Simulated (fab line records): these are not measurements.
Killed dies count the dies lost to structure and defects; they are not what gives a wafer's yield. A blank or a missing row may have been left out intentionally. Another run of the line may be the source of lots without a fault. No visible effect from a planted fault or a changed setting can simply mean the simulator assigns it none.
A lot that was struck, set against a sound lot / flow sky130 / 15 out of 708 route steps
Sound: these wafers, L831.3, L831.5, L831.6. The struck wafers were L830.2, L830.3, L830.5. The cause is given at the end.
At each step with rows: each side's tool, then ch and its chambers, then its first start. Under that, the readings that differ: sound wafers / struck wafers / difference of the means / sigmas: that difference in standard deviations of wafers without a fault.
alike: same words and numbers on both sides, and readings whose means sit less than 2 such deviations apart. not compared: any withheld reading, any reading some wafer has no value for, any bound like >300 that may hide the same value, and any number with overlapping values for which the record gives no deviation.
A row with sigmas, a row that says differs or no value, or rows on one side alone: a step with any of these is where the two part. Non-overlapping numbers with no deviation appear without sigmas and do not part them. A reading that every wafer of one side lacks parts them only if that side has two wafers or more.

SKY_POLY_GATE_ETCH_15: etches BARC in N2/H2, stops on SiO2, time 118.5 s, target depth 110 nm.
  sound on rie diel-03 ch 0,1, day 21 08:26; struck on rie diel-02 ch 2,3, day 21 08:19
  alike: drypump motor current A, oes product au, throttle valve pct
  not compared: rf hours counter h
SKY_POLY_GATE_ETCH_16: etches Si3N4 in CH3F/O2, stops on poly-Si, time 147.5 s, target depth 75 nm.
  sound on rie diel-03 ch 0,1, day 21 08:31; struck on rie diel-02 ch 2,3, day 21 08:23
  alike: drypump motor current A, oes product au, throttle valve pct
  not compared: rf hours counter h
SKY_POLY_GATE_ETCH_17: etches poly-Si in HBr/Cl2, stops on SiO2, target depth 180 nm, time 70.5 s.
  sound on rie si-02 ch 0,1,3, day 21 08:37; struck on rie si-02 ch 0,1,3, day 21 08:29
  alike: drypump motor current A, oes product au, throttle valve pct
  not compared: rf hours counter h
SKY_POLY_GATE_STRIP_18: strips in O2/N2.
  sound on plasma asher-03 ch 0,1, day 21 08:42; struck on plasma asher-02 ch 0,1, day 21 08:33
  alike: drypump motor current A, oes product au, strip time to endpoint s
  not compared: rf hours counter h
then, 2 steps without rows for these wafers: SKY_POLY_GATE_CLEAN_19 (cleans in SC1/SC2, time 150 s); SKY_POLY_GATE_OXIDATION_20 (stabilise 600 s, purge 300 s, target thk 4 nm).
SKY_POLY_GATE_THK_MEAS_21:
  struck on film metro-01, day 21 10:38; sound on film metro-01, day 21 10:43
reading=POLY_GATE_OXIDATION_THK (nm); sound=4.22 4.21 4.16; struck=4.03 4.03 4.02; difference=-0.17; sigmas=-2
SKY_POLY_GATE_CD_MEAS_22:
  struck on cd sem-01, day 21 10:43; sound on cd sem-02, day 21 10:55
  alike: cd nm
then, 4 steps without rows for these wafers: SKY_LDD_N_DEHYDRATE_00 (time 60 s); SKY_LDD_N_HMDS_01 (prime time 60 s); SKY_LDD_N_COAT_02 (resist thk 300 nm); SKY_LDD_N_SOFTBAKE_03 (time 60 s).
SKY_LDD_N_EXPOSE_04: exposes mask NTM, target cd 840 nm.
  sound on iline stepper-01 ch 0, day 22 02:13; struck on iline stepper-01 ch 0, day 22 01:37
reading=mask; sound=NTM#0 NTM#0 NTM#0; struck=NTM_R1#0 NTM_R1#0 NTM_R1#0; difference=differs; sigmas=
then, 1 step without rows for these wafers: SKY_LDD_N_PEB_05.
-- here the record skips 27 days between the struck wafers' starts before and after, leaving off in module LDD_N and picking up in module PAD_OPEN (first step shown: number 708 of the route) --
SKY_PAD_OPEN_PROBE_99:
  struck on prober-01, day 49 00:40; sound on prober-01, day 49 03:43
  alike: killed_at_M0_to_M3, killed_at_M4_up, killed at contacts, killed at front end, killed at other, killed dies, killed open, killed short

## WHERE THEY PART
At SKY_POLY_GATE_THK_MEAS_21 first; at SKY_LDD_N_EXPOSE_04 last (within this record only). Later steps at which nothing parts them and some readings are alike: SKY_PAD_OPEN_PROBE_99.

WHY: whatever the simulator had introduced
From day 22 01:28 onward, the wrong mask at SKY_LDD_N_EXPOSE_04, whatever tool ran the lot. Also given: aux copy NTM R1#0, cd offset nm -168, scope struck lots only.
